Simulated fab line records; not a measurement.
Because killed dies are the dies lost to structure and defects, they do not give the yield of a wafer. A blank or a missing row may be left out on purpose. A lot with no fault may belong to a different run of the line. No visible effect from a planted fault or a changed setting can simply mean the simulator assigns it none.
Lot-split experiment	flow gf180mcu	23 wafers read across 5 lots, on a route 602 steps long

## ABOUT THE SPLIT
At GF_V2_CVD_23 (deposits W, target thk 350 nm, time 104.94 s), the setting tempC was moved away from the recipe's 400 C on 11 of the 23 wafers read, by +1.2% to +2.8%. This setting was run at the recipe's value on the other wafers.

## SPLIT TO READING: what lies between them in the file, 1 step
- GF_V2_RS_MEAS_24: measures by four-point-probe

## THE READING
V2_W_THK, in nm, at GF_V2_THK_MEAS_25 (measures by xrf). Typical for fault-free wafers on this fab line: 344 nm, with standard deviation 5.6 nm.

wafer	tool, chamber at the split	tempC as run, C	against the recipe	V2_W_THK, nm	against lot-mates on the recipe
L076.1	cvdW-01, 0	400	recipe	342	-
L076.2	cvdW-01, 1	411	+2.8%	418	+76
L076.3	cvdW-01, 0	400	recipe	343	-
L076.5	cvdW-01, 1	411	+2.8%	416	+74
L076.6	cvdW-01, 0	411	+2.8%	410	+68
L078.1	cvdW-02, 1	404.7	+1.2%	376	+30
L078.2	cvdW-02, 0	400	recipe	347	-
L078.3	cvdW-02, 0	404.7	+1.2%	380	+34
L078.4	cvdW-02, 1	404.7	+1.2%	374	+28
L078.6	cvdW-02, 1	400	recipe	345	-
L081.1	cvdW-02, 0	404.7	+1.2%	375	+30
L081.2	cvdW-02, 1	400	recipe	342	-
L081.3	cvdW-02, 1	404.7	+1.2%	374	+30
L081.4	cvdW-02, 0	404.7	+1.2%	375	+30
L081.6	cvdW-02, 0	400	recipe	347	-
L080.1	cvdW-02, 1	400	recipe	345	-
L080.3	cvdW-02, 1	400	recipe	341	-
L080.5	cvdW-02, 0	400	recipe	344	-
L085.1	cvdW-01, 1	400	recipe	335	-
L085.2	cvdW-01, 0	400	recipe	339	-
L085.3	cvdW-01, 1	407.6	+1.9%	387	+51
L085.5	cvdW-01, 1	407.6	+1.9%	384	+48
L085.6	cvdW-01, 0	400	recipe	334	-

THE FIT
A straight line over all 23 wafers: V2_W_THK changes by +26 nm for each +1% of tempC; r = +0.99; the points scatter about the line by 4.3 nm.
The same after taking each lot's own level away (the mean of its wafers on the recipe; 23 wafers): +26.2 nm for each +1%; r = +1.00; scatter 2.2 nm.
The reading moves by 72 nm for the largest change in tempC, on that fit.
Measured against the standard deviation above, the lots' own levels, which go from 336.0 to 346.0 nm, span 1.8 times it.
The two slopes are in agreement: the lot-to-lot level therefore moves the slope only a little.
Check: +70.9 nm against its lot-mates is what the line predicts for one of the wafers moved furthest among these (+2.8%) when that wafer is left out of the fit. It came out at +75.5 nm against them.

## THE OTHER SPLITS THESE WAFERS WENT THROUGH
Note: prior to the reading, these wafers also went through further splits. Each is held against what the fit with the lots' levels taken away leaves over:
other split on the same wafers	wafers away from the commonest value	r with V2_W_THK (lot level and that fit taken away)
GF_M1_METAL_ETCH_16 timeS	11	-0.02
GF_V1_CVD_02 timeS	8	-0.39
GF_M2_SPUTTER_03 powerW	11	-0.11
GF_M2_EXPOSE_11 doseMj	8	-0.25

## THE WHOLE CHAIN: every reading that the file lists as answering this split, in the file's order
step	what it does	reading	change (the file's fit)	r (the file's)
GF_V2_CVD_23	deposits W, target thk 350 nm, time 104.94 s	W_of_V2_CVD_23.thkNm (the simulator's own value, which no gauge read)	+26.7 nm for each +1% of the setting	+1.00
GF_V2_RS_MEAS_24	measures by four-point-probe	V2_W_RS	-0.0218 for each +1% of the setting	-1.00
GF_V2_THK_MEAS_25	measures by xrf	V2_W_THK	+26.2 for each +1% of the setting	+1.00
GF_V2_CMP_26	polishes, stops on SiO2, t overpolish 15 s, target thk 0 nm	timeToEndpointS	withheld for each +1% of the setting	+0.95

## FILE'S OWN FIT
V2_W_THK changes by +26.2 nm for each +1% of tempC, r = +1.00.
